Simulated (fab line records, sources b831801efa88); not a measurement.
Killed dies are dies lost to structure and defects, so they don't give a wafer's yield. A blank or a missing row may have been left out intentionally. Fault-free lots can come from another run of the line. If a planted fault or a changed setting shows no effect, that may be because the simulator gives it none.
Which of the tools did it? -- flow sky130 -- 36 wafers from 12 lots sampled at 5 of the route's 708 steps

== WHAT THE GAUGES READ, wafer by wafer ==
SKY_POLY_CUT_OVL_MEAS_09. Usual: POLY_CUT_OVL -2 nm, standard deviation 5.7.
lot,measured,on,POLY_CUT_OVL (nm),flag
L495,day 24 12:21,overlay-02,2 4 7,
L496,day 25 06:39,overlay-01,0 -12 -11,
L497,day 25 19:29,overlay-01,2 -1 0,
L499,day 26 00:17,overlay-02,0 -5 0,
L498,day 25 23:22,overlay-02,-6 -1 -6,
L501,day 27 17:18,overlay-01,2 4 3,
L503,day 27 18:35,overlay-02,6 1 3,
L502,day 27 21:20,overlay-01,4 -2 6,
L508,day 28 19:44,overlay-02,3 8 3,
L515,day 30 22:47,overlay-02,-1 -8 1,
L517,day 31 17:41,overlay-02,-7 7 -4,
L518,day 31 23:17,overlay-01,9 6 0,

SKY_SD_N_CD_MEAS_07 targets a cd of 380 nm. Usual: cd-nm at 380.8 nm, with a standard deviation of 2.5.
lot,measured,on,cd-nm (nm),flag
L495,day 28 03:08,cd-sem-01,380.4 380.1 378.9,
L496,day 28 20:44,cd-sem-02,379.6 382.6 381.6,
L497,day 29 08:23,cd-sem-02,380.6 378.1 377.8,
L499,day 29 12:53,cd-sem-01,382.6 382.4 386.0,
L498,day 29 12:29,cd-sem-02,380.5 379.4 381.8,
L501,day 31 04:14,cd-sem-02,377.6 378.1 379.7,
L503,day 31 05:53,cd-sem-02,385.8 383.7 386.7,
L502,day 31 09:46,cd-sem-02,376.7 376.9 379.5,
L508,day 32 05:55,cd-sem-02,381.7 380.6 381.7,
L515,day 34 07:55,cd-sem-01,378.2 377.8 376.8,
L517,day 34 23:46,cd-sem-02,381.7 382.3 382.1,
L518,day 35 08:16,cd-sem-02,380.4 380.0 379.7,

== TOOL THAT RAN EACH LOT (tool first, then ch and the chambers of the sampled wafers, then the start) ==
lot,SKY_VT_ADJUST_LVTN_COAT_13,SKY_VT_ADJUST_LVTN_STRIP_20,SKY_SD_P_STRIP_10
L495,"litho-track-01 ch 0, day 7 12:04","plasma-asher-01 ch 0,1, day 7 22:45","plasma-asher-01 ch 0,1, day 25 18:00"
L496,"litho-track-03 ch 0, day 8 02:46","plasma-asher-02 ch 0,1, day 8 13:28","plasma-asher-04 ch 0,1, day 26 11:52"
L497,"litho-track-02 ch 0, day 8 15:11","plasma-asher-01 ch 0,1, day 9 01:56","plasma-asher-04 ch 0,1, day 26 23:47"
L499,"litho-track-03 ch 0, day 8 17:56","plasma-asher-02 ch 0,1, day 9 05:40","plasma-asher-04 ch 0,1, day 27 04:52"
L498,"litho-track-02 ch 0, day 8 18:03","plasma-asher-03 ch 0,1, day 9 06:14","plasma-asher-04 ch 0,1, day 27 03:57"
L501,"litho-track-01 ch 0, day 9 22:34","plasma-asher-03 ch 0,1, day 10 10:13","plasma-asher-02 ch 0,1, day 28 22:07"
L503,"litho-track-03 ch 0, day 10 01:22","plasma-asher-02 ch 0,1, day 10 12:56","plasma-asher-02 ch 0,1, day 28 23:22"
L502,"litho-track-02 ch 0, day 10 01:50","plasma-asher-01 ch 0,1, day 10 13:03","plasma-asher-01 ch 0,1, day 29 01:54"
L508,"litho-track-02 ch 0, day 10 22:47","plasma-asher-01 ch 0,1, day 11 10:55","plasma-asher-02 ch 0,1, day 29 21:50"
L515,"litho-track-02 ch 0, day 12 22:56","plasma-asher-03 ch 0,1, day 13 11:52","plasma-asher-04 ch 0,1, day 32 02:34"
L517,"litho-track-02 ch 0, day 13 08:28","plasma-asher-03 ch 0,1, day 13 20:44","plasma-asher-01 ch 0,1, day 32 19:44"
L518,"litho-track-01 ch 0, day 13 19:08","plasma-asher-02 ch 1, day 14 08:46","plasma-asher-02 ch 0,1, day 33 02:34"
- SKY_VT_ADJUST_LVTN_COAT_13: resist thk 1140 nm.
- SKY_VT_ADJUST_LVTN_STRIP_20: strips in O2/N2.
- SKY_SD_P_STRIP_10: strips in O2/N2.

== WHAT THE TOOLS THEMSELVES READ (means of the sampled wafers that have a number; where no wafer has one, the mark that the record gives instead) ==
SKY_VT_ADJUST_LVTN_COAT_13. Usual: spin-speed-rpm at 2999.7 rpm, with a standard deviation of 1.9.
lot,tool,spin-speed-rpm (rpm),flag
L495,litho-track-01,2999.9,
L496,litho-track-03,3000.3,
L497,litho-track-02,2998.1,
L499,litho-track-03,2998.5,
L498,litho-track-02,2999.3,
L501,litho-track-01,2999.1,
L503,litho-track-03,3000.8,
L502,litho-track-02,3000.1,
L508,litho-track-02,3000.6,
L515,litho-track-02,3137.7,OFF
L517,litho-track-02,3138.7,OFF
L518,litho-track-01,2999.1,

SKY_VT_ADJUST_LVTN_STRIP_20. Usual: drypump-motor-current-A 5.9 A, standard deviation 0.37; oes-product-au 0.715 a.u., standard deviation 0.0045; strip-time-to-endpoint-s 14.18 s, standard deviation 0.033.
lot,tool,drypump-motor-current-A (A),oes-product-au (a.u.),strip-time-to-endpoint-s (s),flag
L495,plasma-asher-01,5.7,0.715,14.20,
L496,plasma-asher-02,5.6,0.717,14.16,
L497,plasma-asher-01,5.8,0.712,14.14,
L499,plasma-asher-02,5.6,0.714,14.18,
L498,plasma-asher-03,6.3,0.714,14.13,
L501,plasma-asher-03,6.2,0.716,14.17,
L503,plasma-asher-02,5.6,0.712,14.21,
L502,plasma-asher-01,6.0,0.718,14.20,
L508,plasma-asher-01,5.7,0.713,14.20,
L515,plasma-asher-03,6.2,0.716,13.90,OFF
L517,plasma-asher-03,6.2,0.718,13.90,OFF
L518,plasma-asher-02,5.6,0.714,14.15,

SKY_SD_P_STRIP_10. Usual: drypump-motor-current-A 5.7 A, standard deviation 0.31; oes-product-au 0.617 a.u., standard deviation 0.0046; strip-time-to-endpoint-s 17.51 s, standard deviation 0.052.
lot,tool,drypump-motor-current-A (A),oes-product-au (a.u.),strip-time-to-endpoint-s (s),flag
L495,plasma-asher-01,6.0,0.618,17.55,
L496,plasma-asher-04,5.8,0.616,17.48,
L497,plasma-asher-04,5.8,0.622,17.57,
L499,plasma-asher-04,5.5,0.614,17.52,
L498,plasma-asher-04,5.8,0.616,17.54,
L501,plasma-asher-02,5.6,0.617,17.56,
L503,plasma-asher-02,5.6,0.620,17.60,
L502,plasma-asher-01,5.7,0.618,17.49,
L508,plasma-asher-02,5.6,0.617,17.47,
L515,plasma-asher-04,5.6,0.611,17.44,
L517,plasma-asher-01,6.0,0.615,17.53,
L518,plasma-asher-02,5.6,0.616,17.50,

== THE ANSWER, worked out from the rows above alone ==
Rule: lot off if the mean of its wafers having a number is beyond 3 standard deviations from the usual mean. A lot without any number at a reading at which 4 lots or more have one is off too. All remaining lots with rows at the step are treated as sound. The gauges are gone through in route order, then the tools' own readings, and for those a lot's mean is taken as printed above. At the first step where some lot is off, the reading lying furthest off is the one used; lots without a number count as furthest.
Off: L515, L517, at SKY_VT_ADJUST_LVTN_COAT_13 (spin-speed-rpm).
If a tool, at that step or one of the process steps before it, ran each lot that is off and ran no sound lot following the first of them, it fits. One fits: SKY_VT_ADJUST_LVTN_COAT_13 on litho-track-02. Its last sound lot is L508 (day 10 22:47), its first lot that is off L515 (day 12 22:56): a fault that began between those two fits.
The tool's own readings at SKY_VT_ADJUST_LVTN_COAT_13 bear it out: on the lots that are off they differ by more than 5 times the standard deviation of the sound lots' means. spin-speed-rpm reads 3138.2 rpm there against 2999.6 rpm on the sound lots.

== WHAT THE SIMULATOR HAD PUT IN ==
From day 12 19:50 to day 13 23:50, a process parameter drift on litho-track-02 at SKY_VT_ADJUST_LVTN_COAT_13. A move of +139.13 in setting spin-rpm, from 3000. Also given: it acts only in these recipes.
Struck lots among those shown: L515, L517. The rule given above showed the same thing.
